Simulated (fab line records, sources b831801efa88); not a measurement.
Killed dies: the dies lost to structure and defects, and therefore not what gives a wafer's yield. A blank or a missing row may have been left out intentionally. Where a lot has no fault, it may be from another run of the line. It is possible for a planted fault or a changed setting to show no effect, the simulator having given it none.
fab line records	flow gf180mcu
record lots=6	wafers=18	lastDay=34
route steps=602 shown LVPWELL@62 MVSD@66 MVPSD@78 VT_IMPLANT@90
lots untouched by any fault: they come from a run of this same line in which no faults occurred
startH: hours from the record's first day to the start of the lot's first wafer shown	waitH: time in hours since the lot's previous step	" the same as in the row above	L1.1+2: one row covering several wafers at once	- no value, or no start was given	* or withheld: withheld	< > ~ a bound
route shown NAME@n: names a module that has steps shown in the file, with the first one's number in the route	usual: mean/standard deviation of fault-free wafers	same: alike in all rows	chamber/n: place in a boat	sites: per-site readings	_std_site: their standard deviation	_edge_site: the outer-site mean with the inner-site mean subtracted	radiusMm: how far each site lies from the wafer's centre	mask NAME#n: copy n	behind: the last tool/chamber to shape the wafer	hold: what put the lot on hold/how long, in hours/how the hold closed	device: the n, p or np transistor that did not switch	end of line: the tests these same wafers got at the end of their route	a step with no rows: only its recipe	killed: dies lost to structure and defects at the first sort, not the wafer's yield	map: the dies of a wafer, with x for killed, . for not killed, _ for no die there
set.NAME: setting as actually run; set.NAME@STEP: the setting as run at that earlier step	model.NAME: the simulator's own value behind a step, which no gauge read
a table for each step, a row for each wafer; lots at some steps of the route
services: the hour from which a tool's chamber was out of use, counted from the record's first day as startH (under 0 if before that day), plus the number of hours and why
## steps
# step GF_LVPWELL_IMPLANT_08
# recipe species=B	energyKev=170	doseCm2=1.5e+13	tiltDeg=0
# step GF_LVPWELL_IMPLANT_09
# recipe species=B	energyKev=60	doseCm2=5e+12	tiltDeg=0
# step GF_LVPWELL_STRIP_10
# recipe chemistry=O2/N2	powerW=1400	pressureMtorr=1500	platenTempC=250	o2FlowSccm=3000	n2FlowSccm=300	overashFraction=0.5
# usual drypumpMotorCurrentA=5.7/0.37	heaterPowerW=352/19	oesProductAu=0.723/0.0047	stripTimeToEndpointS=37.02/0.11
lot.wafer	tool	chamber	startH	waitH	drypumpMotorCurrentA	heaterPowerW	oesProductAu	rfHoursCounterH	stripTimeToEndpointS
L115.2	plasmaAsher-03	1	70.15	0.1	5.3	351	0.719	25	37.03
L115.3	"	0	"	"	5.7	323	0.726	-	36.92
L115.5	"	1	"	"	5.4	338	0.717	-	37.03
L116.1	plasmaAsher-04	0	76.50	0.1	6.0	354	0.725	45	37.16
L116.2	"	1	"	"	5.3	374	0.724	45	37.09
L116.4	"	0	"	"	6.0	360	0.723	-	37.29
L131.1	plasmaAsher-04	0	159.30	0.1	6.0	358	0.732	54	37.00
L131.5	"	1	"	"	5.2	379	0.725	-	36.99
L131.6	"	0	"	"	6.0	371	0.725	-	36.95
L132.1	plasmaAsher-02	1	164.60	0.1	5.7	349	0.721	5	36.91
L132.3	"	1	"	"	5.7	349	0.723	-	37.03
L132.5	"	0	"	"	6.3	325	0.721	-	36.94
L137.2	plasmaAsher-03	1	191.40	0.1	5.4	340	0.720	36	36.97
L137.4	"	1	"	"	5.4	337	0.719	-	37.15
L137.6	"	0	"	"	5.7	345	0.721	-	37.07
L138.1	plasmaAsher-03	0	197.30	0.1	5.7	334	0.725	37	36.90
L138.2	"	1	"	"	5.4	340	0.716	37	36.92
L138.5	"	1	"	"	5.4	340	0.725	-	36.82
# step GF_LVPWELL_TW_MEAS_11
# usual LVPWELL_TW=565/6
lot.wafer	tool	chamber	startH	waitH	LVPWELL_TW
L115.2	filmMetro-02	-	70.26	0.1	566
L115.3	"	-	"	"	567
L115.5	"	-	"	"	567
L116.1	filmMetro-02	-	76.60	0.1	572
L116.2	"	-	"	"	573
L116.4	"	-	"	"	569
L131.1	filmMetro-04	-	159.40	0.1	563
L131.5	"	-	"	"	561
L131.6	"	-	"	"	561
L132.1	filmMetro-04	-	164.70	0.1	561
L132.3	"	-	"	"	565
L132.5	"	-	"	"	564
L137.2	filmMetro-02	-	191.51	0.1	572
L137.4	"	-	"	"	572
L137.6	"	-	"	"	572
L138.1	filmMetro-04	-	197.40	0.1	557
L138.2	"	-	"	"	559
L138.5	"	-	"	"	558
# step GF_MVSD_DEHYDRATE_00
# recipe tempC=200	timeS=60
# step GF_MVSD_HMDS_01
# recipe primeTimeS=60	primeTempC=120
# step GF_MVSD_COAT_02
# recipe spinRpm=2000	resistThkNm=3000
# step GF_MVSD_SOFTBAKE_03
# recipe tempC=110	timeS=withheld
# step GF_MVSD_EXPOSE_04
# recipe maskId=MVSD	targetCdNm=1000	na=0.6	sourceShape=conventional	sigmaOuter=0.6	doseMj=260
# step GF_MVSD_PEB_05
# recipe tempC=115	timeS=withheld
# step GF_MVSD_DEVELOP_06
# recipe wallAngleDeg=90	developTimeS=60	devTempC=23
# step GF_MVSD_OVL_MEAS_07
# usual MVSD_OVL=0.6/1.1
lot.wafer	tool	chamber	startH	waitH	MVSD_OVL[nm]
L115.2	overlay-02	-	83.27	-	1.0
L115.3	"	-	"	"	1.5
L115.5	"	-	"	"	1.1
L116.1	overlay-01	-	90.47	-	-0.8
L116.2	"	-	"	"	1.4
L116.4	"	-	"	"	-0.3
L131.1	overlay-02	-	175.11	-	-0.3
L131.5	"	-	"	"	1.4
L131.6	"	-	"	"	2.7
L132.1	overlay-01	-	180.17	-	2.4
L132.3	"	-	"	"	2.1
L132.5	"	-	"	"	0.8
L137.2	overlay-01	-	208.57	-	1.0
L137.4	"	-	"	"	0.5
L137.6	"	-	"	"	-0.5
L138.1	overlay-01	-	213.71	-	-0.2
L138.2	"	-	"	"	1.8
L138.5	"	-	"	"	0.2
# step GF_MVSD_IMPLANT_08
# recipe species=P	energyKev=400	doseCm2=1.6e+13	tiltDeg=0
# usual doseIonsCm2=1.6e+13/1.6e+10	faradayCurrentUA=90.2/1.9
lot.wafer	tool	chamber	startH	waitH	doseIonsCm2	faradayCurrentUA
L115.2	implanter-04	0	83.33	0.0	1.5994e+13	89.3
L115.3	"	0	"	"	1.5987e+13	88.9
L115.5	"	0	"	"	1.5979e+13	90.1
L116.1	implanter-04	0	90.50	0.0	1.5991e+13	92.3
L116.2	"	0	"	"	1.6002e+13	90.6
L116.4	"	0	"	"	1.5985e+13	93.1
L131.1	implanter-04	0	175.15	0.0	1.594e+12	8.9
L131.5	"	0	"	"	1.608e+12	9.1
L131.6	"	0	"	"	1.592e+12	8.9
L132.1	implanter-04	0	180.20	0.0	1.595e+12	9.0
L132.3	"	0	"	"	1.57e+12	9.0
L132.5	"	0	"	"	1.61e+12	9.2
L137.2	implanter-01	0	208.63	0.0	1.6006e+13	91.9
L137.4	"	0	"	"	1.5998e+13	85.8
L137.6	"	0	"	"	1.6008e+13	92.0
L138.1	implanter-01	0	213.75	0.0	1.5993e+13	89.3
L138.2	"	0	"	"	1.5994e+13	91.5
L138.5	"	0	"	"	1.5997e+13	89.8
# step GF_MVSD_IMPLANT_09
# recipe species=P	energyKev=100	doseCm2=5e+12	tiltDeg=0
# step GF_MVSD_STRIP_10
# recipe chemistry=O2/N2	powerW=1400	pressureMtorr=1500	platenTempC=250	o2FlowSccm=3000	n2FlowSccm=300	overashFraction=0.5
# usual drypumpMotorCurrentA=5.8/0.31	heaterPowerW=337/21	oesProductAu=0.722/0.0049	stripTimeToEndpointS=36.99/0.096
lot.wafer	tool	chamber	startH	waitH	drypumpMotorCurrentA	heaterPowerW	oesProductAu	rfHoursCounterH	stripTimeToEndpointS
L115.2	plasmaAsher-01	1	83.60	0.1	5.7	373	0.721	44	36.93
L115.3	"	1	"	"	5.6	367	0.724	-	36.96
L115.5	"	0	"	"	6.0	310	0.720	-	36.88
L116.1	plasmaAsher-03	0	90.80	0.1	5.7	332	0.724	26	36.89
L116.2	"	1	"	"	5.3	343	0.719	26	36.93
L116.4	"	1	"	"	5.3	334	0.727	-	36.93
L131.1	plasmaAsher-02	1	175.45	0.1	5.7	359	0.724	6	36.97
L131.5	"	0	"	"	6.4	314	0.728	-	37.02
L131.6	"	1	"	"	5.7	341	0.722	-	37.05
L132.1	plasmaAsher-02	0	180.50	0.1	6.4	328	0.717	6	37.08
L132.3	"	0	"	"	6.4	316	0.712	-	37.08
L132.5	"	1	"	"	5.7	340	0.717	-	37.05
L137.2	plasmaAsher-03	0	208.90	0.1	5.7	318	0.727	38	37.02
L137.4	"	0	"	"	5.7	330	0.718	-	37.03
L137.6	"	0	"	"	5.7	327	0.728	-	36.99
L138.1	plasmaAsher-03	0	214.05	0.1	5.8	325	0.724	39	36.86
L138.2	"	1	"	"	5.4	346	0.722	39	36.94
L138.5	"	1	"	"	5.4	346	0.721	-	36.82
# step GF_MVSD_TW_MEAS_11
# usual MVSD_TW=1591/17
lot.wafer	tool	chamber	startH	waitH	MVSD_TW
L115.2	filmMetro-01	-	83.71	0.1	1581
L115.3	"	-	"	"	1572
L115.5	"	-	"	"	1583
L116.1	filmMetro-02	-	90.90	0.1	1614
L116.2	"	-	"	"	1608
L116.4	"	-	"	"	1607
L131.1	filmMetro-01	-	175.55	0.1	969
L131.5	"	-	"	"	964
L131.6	"	-	"	"	968
L132.1	filmMetro-02	-	180.60	0.1	988
L132.3	"	-	"	"	994
L132.5	"	-	"	"	985
L137.2	filmMetro-02	-	209.01	0.1	1603
L137.4	"	-	"	"	1609
L137.6	"	-	"	"	1610
L138.1	filmMetro-04	-	214.15	0.1	1581
L138.2	"	-	"	"	1582
L138.5	"	-	"	"	1583
# step GF_MVPSD_DEHYDRATE_00
# recipe tempC=200	timeS=60
# step GF_MVPSD_HMDS_01
# recipe primeTimeS=60	primeTempC=120
# step GF_MVPSD_COAT_02
# recipe spinRpm=2000	resistThkNm=3000
# step GF_MVPSD_SOFTBAKE_03
# recipe tempC=110	timeS=withheld
# step GF_MVPSD_EXPOSE_04
# recipe maskId=MVPSD	targetCdNm=1000	na=0.6	sourceShape=conventional	sigmaOuter=0.6	doseMj=260
# step GF_MVPSD_PEB_05
# recipe tempC=115	timeS=withheld
# step GF_MVPSD_DEVELOP_06
# recipe wallAngleDeg=90	developTimeS=60	devTempC=23
# step GF_MVPSD_OVL_MEAS_07
# usual MVPSD_OVL=0.8/1.2
lot.wafer	tool	chamber	startH	waitH	MVPSD_OVL[nm]
L115.2	overlay-01	-	97.77	-	-0.4
L115.3	"	-	"	"	0.1
L115.5	"	-	"	"	0.9
L116.1	overlay-02	-	104.41	-	0.1
L116.2	"	-	"	"	1.3
L116.4	"	-	"	"	-0.5
L131.1	overlay-01	-	191.41	-	1.5
L131.5	"	-	"	"	0.2
L131.6	"	-	"	"	1.5
L132.1	overlay-02	-	197.61	-	2.2
L132.3	"	-	"	"	3.6
L132.5	"	-	"	"	2.4
L137.2	overlay-02	-	226.07	-	2.4
L137.4	"	-	"	"	2.5
L137.6	"	-	"	"	1.9
L138.1	overlay-01	-	231.81	-	-1.0
L138.2	"	-	"	"	1.2
L138.5	"	-	"	"	1.1
# step GF_MVPSD_IMPLANT_08
# recipe species=B	energyKev=170	doseCm2=1.5e+13	tiltDeg=0
# step GF_MVPSD_IMPLANT_09
# recipe species=B	energyKev=40	doseCm2=5e+12	tiltDeg=0
# step GF_MVPSD_STRIP_10
# recipe chemistry=O2/N2	powerW=1400	pressureMtorr=1500	platenTempC=250	o2FlowSccm=3000	n2FlowSccm=300	overashFraction=0.5
# usual drypumpMotorCurrentA=5.61/0.29	heaterPowerW=348/19	oesProductAu=0.723/0.0047	stripTimeToEndpointS=36.94/0.099
lot.wafer	tool	chamber	startH	waitH	drypumpMotorCurrentA	heaterPowerW	oesProductAu	rfHoursCounterH	stripTimeToEndpointS
L115.2	plasmaAsher-04	0	98.10	0.1	5.96	355	0.726	48	36.95
L115.3	"	1	"	"	5.27	367	0.726	-	37.00
L115.5	"	0	"	"	5.96	353	0.723	-	37.05
L116.1	plasmaAsher-04	1	104.75	0.1	5.25	366	0.725	48	36.83
L116.2	"	0	"	"	6.00	352	0.727	48	36.87
L116.4	"	0	"	"	6.03	360	0.722	-	36.83
L131.1	plasmaAsher-04	0	191.75	0.1	5.97	357	0.718	58	36.84
L131.5	"	0	"	"	5.98	355	0.723	-	36.81
L131.6	"	1	"	"	5.24	366	0.727	-	36.81
L132.1	plasmaAsher-03	1	197.95	0.1	5.35	347	0.721	37	37.06
L132.3	"	0	"	"	5.75	333	0.719	-	37.12
L132.5	"	1	"	"	5.36	336	0.730	-	37.07
L137.2	plasmaAsher-04	1	226.40	0.1	5.22	380	0.722	62	37.02
L137.4	"	0	"	"	6.03	365	0.725	-	37.02
L137.6	"	0	"	"	6.01	352	0.725	-	37.03
L138.1	plasmaAsher-03	0	232.15	0.1	5.75	333	0.719	40	36.86
L138.2	"	1	"	"	5.37	338	0.728	40	37.12
L138.5	"	0	"	"	5.72	327	0.716	-	36.94
# step GF_MVPSD_TW_MEAS_11
# usual MVPSD_TW=558/5.7
lot.wafer	tool	chamber	startH	waitH	MVPSD_TW
L115.2	filmMetro-01	-	98.21	0.1	551
L115.3	"	-	"	"	556
L115.5	"	-	"	"	554
L116.1	filmMetro-01	-	104.85	0.1	552
L116.2	"	-	"	"	555
L116.4	"	-	"	"	553
L131.1	filmMetro-02	-	191.85	0.1	568
L131.5	"	-	"	"	564
L131.6	"	-	"	"	567
L132.1	filmMetro-02	-	198.05	0.1	565
L132.3	"	-	"	"	565
L132.5	"	-	"	"	566
L137.2	filmMetro-04	-	226.51	0.1	558
L137.4	"	-	"	"	552
L137.6	"	-	"	"	553
L138.1	filmMetro-04	-	232.25	0.1	556
L138.2	"	-	"	"	558
L138.5	"	-	"	"	559
# step GF_VT_IMPLANT_DEHYDRATE_00
# recipe tempC=200	timeS=60
# step GF_VT_IMPLANT_HMDS_01
# recipe primeTimeS=60	primeTempC=120
# step GF_VT_IMPLANT_COAT_02
# recipe resist=NOVOLAK	spinRpm=3000	resistThkNm=1000
# step GF_VT_IMPLANT_SOFTBAKE_03
# recipe tempC=90	timeS=60	resist=NOVOLAK
# step GF_VT_IMPLANT_EXPOSE_04
# recipe maskId=LVPWELL_LV_AREA	targetCdNm=600	na=0.6	sourceShape=conventional	sigmaOuter=0.6	doseMj=140
# step GF_VT_IMPLANT_PEB_05
# recipe tempC=withheld	timeS=*	resist=NOVOLAK
# step GF_VT_IMPLANT_DEVELOP_06
# recipe developTimeS=60	devTempC=23
# step GF_VT_IMPLANT_OVL_MEAS_07
# usual VT_IMPLANT_OVL=0.0/1.7
lot.wafer	tool	chamber	startH	waitH	VT_IMPLANT_OVL[nm]
L115.2	overlay-02	-	111.62	0.1	-0.6
L115.3	"	-	"	"	0.1
L115.5	"	-	"	"	0.9
L116.1	overlay-02	-	119.27	0.1	-2.0
L116.2	"	-	"	"	-0.5
L116.4	"	-	"	"	-1.7
L131.1	overlay-02	-	208.52	0.1	1.2
L131.5	"	-	"	"	0.3
L131.6	"	-	"	"	2.2
L132.1	overlay-02	-	214.97	0.1	-0.2
L132.3	"	-	"	"	-1.5
L132.5	"	-	"	"	-3.4
L137.2	overlay-02	-	244.57	0.1	5.4
L137.4	"	-	"	"	3.5
L137.6	"	-	"	"	2.0
L138.1	overlay-01	-	250.01	0.1	-0.5
L138.2	"	-	"	"	-2.3
L138.5	"	-	"	"	-0.4
# step GF_VT_IMPLANT_IMPLANT_08
# recipe species=BF2	energyKev=20	doseCm2=8.29e+12	tiltDeg=7
# step GF_VT_IMPLANT_STRIP_09
# recipe chemistry=O2/N2	powerW=1400	pressureMtorr=1500	platenTempC=250	o2FlowSccm=3000	n2FlowSccm=300	overashFraction=0.5
# usual drypumpMotorCurrentA=5.8/0.33	heaterPowerW=346/25	oesProductAu=0.716/0.0046	stripTimeToEndpointS=12.63/0.035
lot.wafer	tool	chamber	startH	waitH	drypumpMotorCurrentA	heaterPowerW	oesProductAu	rfHoursCounterH	stripTimeToEndpointS
L115.2	plasmaAsher-04	1	111.80	0.1	5.3	375	0.711	49	12.64
L115.3	"	0	"	"	6.0	356	0.720	-	12.60
L115.5	"	1	"	"	5.2	373	0.722	-	12.57
L116.1	plasmaAsher-01	0	119.45	0.1	6.0	300	0.720	49	12.60
L116.2	"	1	"	"	5.7	364	0.717	49	12.60
L116.4	"	1	"	"	5.7	375	0.715	-	12.58
L131.1	plasmaAsher-02	0	208.70	0.1	6.4	325	0.718	9	12.60
L131.5	"	0	"	"	6.4	322	0.718	-	12.57
L131.6	"	1	"	"	5.7	344	0.716	-	12.57
L132.1	plasmaAsher-02	0	215.15	0.1	6.4	325	0.717	10	12.69
L132.3	"	0	"	"	6.4	319	0.713	-	12.66
L132.5	"	0	"	"	6.4	324	0.708	-	12.68
L137.2	plasmaAsher-01	0	244.75	0.1	6.0	310	0.717	62	12.65
L137.4	"	0	"	"	5.9	307	0.722	-	12.62
L137.6	"	0	"	"	6.0	307	0.725	-	12.65
L138.1	plasmaAsher-04	0	250.20	0.1	6.0	366	0.716	65	12.65
L138.2	"	1	"	"	5.2	375	0.721	65	12.60
L138.5	"	0	"	"	6.0	355	0.719	-	12.66
# step GF_VT_IMPLANT_TW_MEAS_10
# usual VT_IMPLANT_TW=563.6/2.4
lot.wafer	tool	chamber	startH	waitH	VT_IMPLANT_TW
L115.2	filmMetro-04	-	111.91	0.1	568.4
L115.3	"	-	"	"	569.6
L115.5	"	-	"	"	568.3
L116.1	filmMetro-04	-	119.55	0.1	570.7
L116.2	"	-	"	"	566.2
L116.4	"	-	"	"	563.9
L131.1	filmMetro-03	-	208.80	0.1	565.3
L131.5	"	-	"	"	563.8
L131.6	"	-	"	"	565.2
L132.1	filmMetro-03	-	215.25	0.1	566.2
L132.3	"	-	"	"	567.0
L132.5	"	-	"	"	564.2
L137.2	filmMetro-03	-	244.86	0.1	559.8
L137.4	"	-	"	"	561.1
L137.6	"	-	"	"	558.9
L138.1	filmMetro-04	-	250.30	0.1	565.9
L138.2	"	-	"	"	565.3
L138.5	"	-	"	"	566.4
# step GF_VT_IMPLANT_DEHYDRATE_11
# recipe tempC=200	timeS=60
# step GF_VT_IMPLANT_HMDS_12
# recipe primeTimeS=60	primeTempC=120
# step GF_VT_IMPLANT_COAT_13
# recipe resist=NOVOLAK	spinRpm=3000	resistThkNm=1000
# step GF_VT_IMPLANT_RS_MEAS_46
# recipe thkMeasGauge=four-point-probe
# usual MVSD_RS=456.3/0.89
lot.wafer	tool	chamber	startH	waitH	MVSD_RS[ohm/sq]
L115.2	filmMetro-01	-	158.08	0.1	457.6
L115.3	"	-	"	"	456.8
L115.5	"	-	"	"	457.9
L116.1	filmMetro-01	-	166.26	0.1	454.2
L116.2	"	-	"	"	455.9
L116.4	"	-	"	"	456.2
L131.1	filmMetro-02	-	264.41	0.1	1195.4
L131.5	"	-	"	"	1194.7
L131.6	"	-	"	"	1200.2
L132.1	filmMetro-02	-	270.46	0.1	1194.3
L132.3	"	-	"	"	1191.7
L132.5	"	-	"	"	1202.3
L137.2	filmMetro-01	-	304.98	0.1	455.7
L137.4	"	-	"	"	456.7
L137.6	"	-	"	"	456.3
L138.1	filmMetro-01	-	310.12	0.1	455.8
L138.2	"	-	"	"	454.4
L138.5	"	-	"	"	456.0
## services
tool	chamber	startH	hours	kind
plasmaAsher-02	-	48.63	2.8	pm
plasmaAsher-03	-	73.21	2.7	repair
plasmaAsher-03	-	76.75	2.8	pm
plasmaAsher-02	-	87.19	4.3	repair
plasmaAsher-02	-	108.75	9.0	pm
plasmaAsher-02	0	108.75	9.0	ventCycle
plasmaAsher-02	1	108.75	9.0	ventCycle
plasmaAsher-03	-	116.26	2.0	repair
plasmaAsher-02	0	117.75	-	clean
plasmaAsher-02	1	117.75	-	clean
plasmaAsher-04	-	134.58	1.0	repair
implanter-04	-	144.94	0.6	repair
implanter-01	-	166.51	4.5	pm
plasmaAsher-01	-	184.05	0.6	repair
implanter-04	-	190.19	3.2	pm
plasmaAsher-01	-	196.14	2.8	pm
implanter-04	-	220.44	3.5	repair
plasmaAsher-03	-	221.98	9.4	repair
plasmaAsher-03	-	235.42	4.3	pm
## key
firstSign step=GF_MVSD_IMPLANT_08	reading=doseIonsCm2	direction=down	sigmas=99+	usual=1.6e+13	struck=1.595e+12
effect step=GF_MVSD_IMPLANT_08	reading=faradayCurrentUA	direction=down	sigmas=42	usual=90.2	struck=9.0
effect step=GF_MVSD_TW_MEAS_11	reading=MVSD_TW	direction=down	sigmas=36	usual=1591	struck=978
effect step=GF_VT_IMPLANT_RS_MEAS_46	reading=MVSD_RS	direction=up	sigmas=99+	usual=456.3	struck=1196.4
metAt GF_MVSD_IMPLANT_08
struckWafers L131.1,L131.5,L131.6,L132.1,L132.3,L132.5
testerLeftOut L131,L132
onsetBetween 90.50 175.15
fault kind=processParameterDrift	tool=implanter-04	chamber=-	onsetH=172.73	steps=GF_MVSD_IMPLANT_08	channel=doseCm2	offset=-1.4396e+13	shape=step	endH=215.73	actsIn=theseRecipesOnly	stated=1.6e+13
# testerLeftOut: of these lots the tester's yield and bins aren't shown, on N5 and GAA mostly nor the transistor test; their killed dies are dies lost to structure and defects alone, not to doping, threshold or leakage, so they don't give the yield
